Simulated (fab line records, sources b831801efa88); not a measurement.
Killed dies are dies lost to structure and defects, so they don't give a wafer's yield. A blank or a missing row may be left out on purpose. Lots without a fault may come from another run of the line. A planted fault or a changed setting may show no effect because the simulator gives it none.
A struck lot beside a sound one | flow sfq_line | 42 steps out of a route of 325
Sound: wafers L415.1, L415.4, L415.6. Struck: wafer L423.5. (L423.4, L423.6 of the same lot were not struck and are left out.) The cause comes at the end.
At each step with rows: each side's tool, then ch and its chambers, then its first start. Under that, the readings that differ: sound wafers | struck wafers | difference of the means | sigmas: that difference in standard deviations of wafers without a fault.
alike: readings whose means differ by less than 2 such deviations, and words and numbers that are the same on both sides. not compared: withheld readings, readings that some wafer has no value for, bounds like >300 that may hide the same value, and numbers for which the record gives no deviation and whose values overlap.
The two part at a step that has a row with sigmas, a row that says differs or no value, or rows on one side only. Numbers that don't overlap but have no deviation are shown without sigmas and don't part them. A reading that every wafer of one side lacks parts them only if that side has two wafers or more.

first, 2 steps without rows for these wafers: SFQ_TRILAYER_R5_DEP_SPUTTER_133 (material MoNx, target thk 40 nm, time 66.7 s); SFQ_TRILAYER_R5_DEP_SPUTTER_134 (material Ti, target thk 5 nm, time 5 s).
SFQ_R5_RS_MEAS_933: measures by four-point-probe.
  sound on film_metro-01, day 65 10:25; struck on film_metro-01, day 66 17:12
  alike: R5_MONX_RS
SFQ_R5_THK_MEAS_934: measures by xrf.
  sound on film_metro-01, day 65 10:32; struck on film_metro-01, day 66 17:17
  alike: R5_MONX_THK
then, 6 steps without rows for these wafers: SFQ_TRILAYER_R5_LITHO_COAT_141 (resist thk 62 nm); SFQ_TRILAYER_R5_LITHO_COAT_136 (resist thk 600 nm); SFQ_TRILAYER_R5_LITHO_SOFTBAKE_140; SFQ_TRILAYER_R5_LITHO_EXPOSE_137 (exposes mask R5, target cd 500 nm); SFQ_TRILAYER_R5_LITHO_PEB_139 (peb time 60 s); SFQ_TRILAYER_R5_LITHO_DEVELOP_138 (time 60 s).
SFQ_R5_OVL_MEAS_935:
  sound on overlay-02, day 66 12:52; struck on overlay-01, day 66 22:29
  alike: R5_OVL
SFQ_TRILAYER_R5_BARC_OPEN_METAL_ETCH_177: etches BARC in O2, target depth 125 nm, time 41.7 s.
  sound on rie_metal-04 ch 0,1, day 66 12:54; struck on rie_metal-04 ch 1, day 66 22:31
  alike: drypump_motor_current_A, oes_product_au
  not compared: rf_hours_counter_h
SFQ_TRILAYER_R5_ETCH_METAL_ETCH_139: etches the open film in Cl2, stops on SiO2, target depth 60 nm, time 40 s.
  sound on rie_metal-04 ch 0,1, day 66 12:58; struck on rie_metal-04 ch 1, day 66 22:35
  reading                                             | sound             | struck | difference | sigmas
  oes_product_au (a.u.)                               | 0.982 0.987 0.993 | 0.713  | -0.274     | -52
  model.etch.depth_nm (nm)                            | 59.59 59.41 59.65 | 32.67  | -26.88     |
  model.R5.feature_depth_nm (nm)                      | 59.59 59.41 59.65 | 32.67  | -26.88     |
  model.KrF_of_TRILAYER_R5_LITHO_COAT_136.thk_nm (nm) | 496.2 496.4 496.5 | 510.3  | +13.9      |
  alike: drypump_motor_current_A
  not compared: rf_hours_counter_h
then, 9 steps without rows for these wafers: SFQ_TRILAYER_R5_STRIP_STRIP_140 (strips in O2); SFQ_TRILAYER_R5_STRIP_SOLV_CLEAN_141 (cleans in NMP, time 600 s); SFQ_TRILAYER_A5C_DEP_PECVD_142 (deposits SiO2 from SiH4/N2O, time 15.556 s, target thk 70 nm); SFQ_TRILAYER_I5_LITHO_COAT_149 (resist thk 62 nm); SFQ_TRILAYER_I5_LITHO_COAT_144 (resist thk 650 nm); SFQ_TRILAYER_I5_LITHO_SOFTBAKE_148; SFQ_TRILAYER_I5_LITHO_EXPOSE_145 (exposes mask I5, target cd 700 nm); SFQ_TRILAYER_I5_LITHO_PEB_147 (peb time 60 s); SFQ_TRILAYER_I5_LITHO_DEVELOP_146 (time 60 s).
-- the record jumps here: 5 days lie between the struck wafers' starts before and after --
SFQ_I5_OVL_MEAS_936:
  sound on overlay-01, day 71 09:46; struck on overlay-02, day 72 00:11
  alike: I5_OVL
SFQ_TRILAYER_I5_BARC_OPEN_VIA_ETCH_200: etches BARC in O2, target depth 125 nm, time 41.7 s.
  sound on rie_diel-02 ch 1,3, day 71 09:48; struck on rie_diel-02 ch 1, day 72 00:13
  alike: drypump_motor_current_A, oes_product_au
  not compared: rf_hours_counter_h
then, 1 step without rows for these wafers: SFQ_TRILAYER_I5_ETCH_VIA_ETCH_147 (etches the open film in CHF3, stops on Nb, target depth 360 nm).
SFQ_TRILAYER_I5_STRIP_STRIP_148: strips in O2.
  sound on rie_metal-03 ch 0,1, day 71 09:59; struck on rie_metal-02 ch 1, day 72 00:59
  reading                     | sound       | struck | difference | sigmas
  drypump_motor_current_A (A) | 6.0 6.4 6.4 | 5.4    | -0.9       | -3
  alike: oes_product_au
  not compared: rf_hours_counter_h
then, 7 steps without rows for these wafers: SFQ_TRILAYER_I5_STRIP_SOLV_CLEAN_149 (cleans in NMP, time 600 s); SFQ_TRILAYER_C5_LITHO_COAT_156 (resist thk 62 nm); SFQ_TRILAYER_C5_LITHO_COAT_151 (resist thk 650 nm); SFQ_TRILAYER_C5_LITHO_SOFTBAKE_155; SFQ_TRILAYER_C5_LITHO_EXPOSE_152 (exposes mask C5, target cd 500 nm); SFQ_TRILAYER_C5_LITHO_PEB_154 (peb time 60 s); SFQ_TRILAYER_C5_LITHO_DEVELOP_153 (time 60 s).
SFQ_C5_OVL_MEAS_937:
  sound on overlay-02, day 71 13:01; struck on overlay-01, day 72 04:14
  alike: C5_OVL
then, 1 step without rows for these wafers: SFQ_TRILAYER_C5_BARC_OPEN_VIA_ETCH_210 (etches BARC in O2, target depth 125 nm, time 41.7 s).
SFQ_TRILAYER_C5_ETCH_VIA_ETCH_154: etches SiO2 in CHF3, stops on Nb, target depth 84 nm.
  sound on rie_diel-02 ch 0,3, day 71 13:05; struck on rie_diel-01 ch 2, day 72 04:17
  alike: drypump_motor_current_A, oes_product_au
SFQ_TRILAYER_C5_STRIP_STRIP_155: strips in O2.
  sound on rie_metal-04 ch 0,1, day 71 13:08; struck on rie_metal-04 ch 1, day 72 04:32
  alike: drypump_motor_current_A, oes_product_au
  not compared: rf_hours_counter_h
then, 3 steps without rows for these wafers: SFQ_TRILAYER_C5_STRIP_SOLV_CLEAN_156 (cleans in NMP, time 600 s); SFQ_TRILAYER_M6_DEP_PRE_CLEAN_158 (time 22.5 s); SFQ_TRILAYER_M6_DEP_SPUTTER_157 (material Nb, target thk 200 nm, time 133.3 s).
SFQ_M6_RS_MEAS_938: measures by four-point-probe.
  sound on film_metro-02, day 71 14:02; struck on film_metro-01, day 72 05:17
  alike: M6_NB_RS
-- the record jumps here: 13 days lie between the struck wafers' starts before and after (it left off in module M6 and takes up again in module M8, whose first step shown is number 325 of the route) --
SFQ_M8_BOW_MEAS_951:
  sound on film_metro-02, day 85 01:43; struck on film_metro-02, day 85 12:08
  reading                       | sound    | struck | difference | sigmas
  M8_BOW (um)                   | -1 0 0   | 20     | +20        | +3
  model.etest.r5.comb_log10_ohm | 12 12 12 | 0      | -12        |

WHERE THEY PART
First at SFQ_TRILAYER_R5_ETCH_METAL_ETCH_139; last, within this record, at SFQ_M8_BOW_MEAS_951.

WHY: what the simulator had put in
Process parameter drift: rie_metal-04, from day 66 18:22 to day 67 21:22, at SFQ_TRILAYER_R5_ETCH_METAL_ETCH_139. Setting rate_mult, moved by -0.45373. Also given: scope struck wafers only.
